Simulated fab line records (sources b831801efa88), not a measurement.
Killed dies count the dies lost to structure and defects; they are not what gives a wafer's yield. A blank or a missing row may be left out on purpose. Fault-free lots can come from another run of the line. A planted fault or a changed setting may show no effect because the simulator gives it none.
2 desks looking at one fault | flow sky130 | what lay behind the numbers comes last; until then each desk has only its own

== AT THE METROLOGY DESK ==
What the gauges read, lot by lot, whatever tool the lot ran on: means of the sampled wafers that have a number. Any lot whose mean is over 4 standard deviations away from the usual mean is out of limits and marked OUT; that distance is given in the brackets.
Columns: A = cd nm at SKY_LDD_P_CD_MEAS_07, usual 381.9 nm; B = SPACER_CVD_00_THK at SKY_SPACER_THK_MEAS_01, usual 43.1 nm; C = SD_P_TW at SKY_SD_P_TW_MEAS_11, usual 2832
lot  | first seen here | A     | B               | C
L554 | day 19 23:09    | 382.0 | 42.7            | 2812
L555 | day 20 13:47    | 386.1 | 43.5            | 2826
L556 | day 21 04:48    | 380.9 | 42.8            | 2850
L558 | day 21 21:55    | 381.5 | 42.8            | 2824
L557 | day 21 23:28    | 381.0 | 42.7            | 2824
L560 | day 22 13:38    | 382.9 | 43.4            | 2826
L562 | day 24 02:25    | 384.7 | 42.9            | 2850
L561 | day 24 03:04    | 382.1 | 42.3            | 2846
L563 | day 24 03:31    | 382.8 | 43.3            | 2834
L569 | day 26 10:17    | 381.5 | 40.1 (-7.1) OUT | 2821
L573 | day 27 03:06    | 381.7 | 43.3            | 2823
This desk reports L569 out of limits; the earliest was L569 at day 30 01:41 (SPACER_CVD_00_THK at SKY_SPACER_THK_MEAS_01). In limits: L554, L555, L556, L558, L557, L560, L562, L561, L563, L573.

== FOR THE TOOL OWNER'S DESK: lpcvd-02 ==
The tool's own readings at SKY_SPACER_CVD_00 (deposits Si3N4 from DCS/NH3, target thk 43.1 nm, time 740 s): means of the sampled wafers that have a number, for each lot that ran on this tool. Any lot whose mean is over 4 standard deviations away from the usual mean is out of limits and marked OUT; that distance is given in the brackets.
Columns: A = spike tc lower C at SKY_SPACER_CVD_00, usual 770.3 C; B = spike tc upper C at SKY_SPACER_CVD_00, usual 770.5 C; C = susceptor temp C at SKY_SPACER_CVD_00, usual 770.1 C
lot  | first seen here | A                | B     | C
L554 | day 23 19:54    | 771.2            | 772.5 | 770.2
L555 | day 24 11:14    | 770.2            | 770.5 | 770.0
L556 | day 25 03:15    | 770.6            | 770.4 | 770.0
L557 | day 25 17:08    | 770.0            | 771.8 | 769.7
L558 | day 25 17:08    | 770.2            | 770.0 | 769.9
L560 | day 26 07:14    | 769.8            | 770.8 | 770.3
L562 | day 27 18:30    | 769.8            | 772.5 | 770.0
L561 | day 27 19:42    | 770.1            | 769.5 | 770.1
L563 | day 27 20:55    | 770.9            | 768.8 | 769.9
L569 | day 30 00:27    | 765.6 (-5.2) OUT | 766.0 | 766.2 (-11) OUT
L573 | day 30 18:33    | 770.5            | 770.9 | 770.5
Finding of this desk: L569 out of limits; the first was L569 at day 30 00:27, on spike tc lower C at SKY_SPACER_CVD_00. In limits: L554, L555, L556, L557, L558, L560, L562, L561, L563, L573.

== BROUGHT TOGETHER ==
An alarm could have come from the tool owner's desk at day 30 00:27, on L569.
On L569, the metrology desk was in a position to raise an alarm at day 30 01:41.
Every lot named ran SKY_SPACER_CVD_00 on lpcvd-02.

== WHAT THE SIMULATOR HAD INSERTED ==
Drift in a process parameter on lpcvd-02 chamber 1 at SKY_SPACER_CVD_00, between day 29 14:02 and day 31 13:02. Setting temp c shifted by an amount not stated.
Struck lots among those shown: L569.
Counting hours from when the fault started, the first reading out of limits came at 10 for the tool owner's desk and at 12 for the metrology desk.
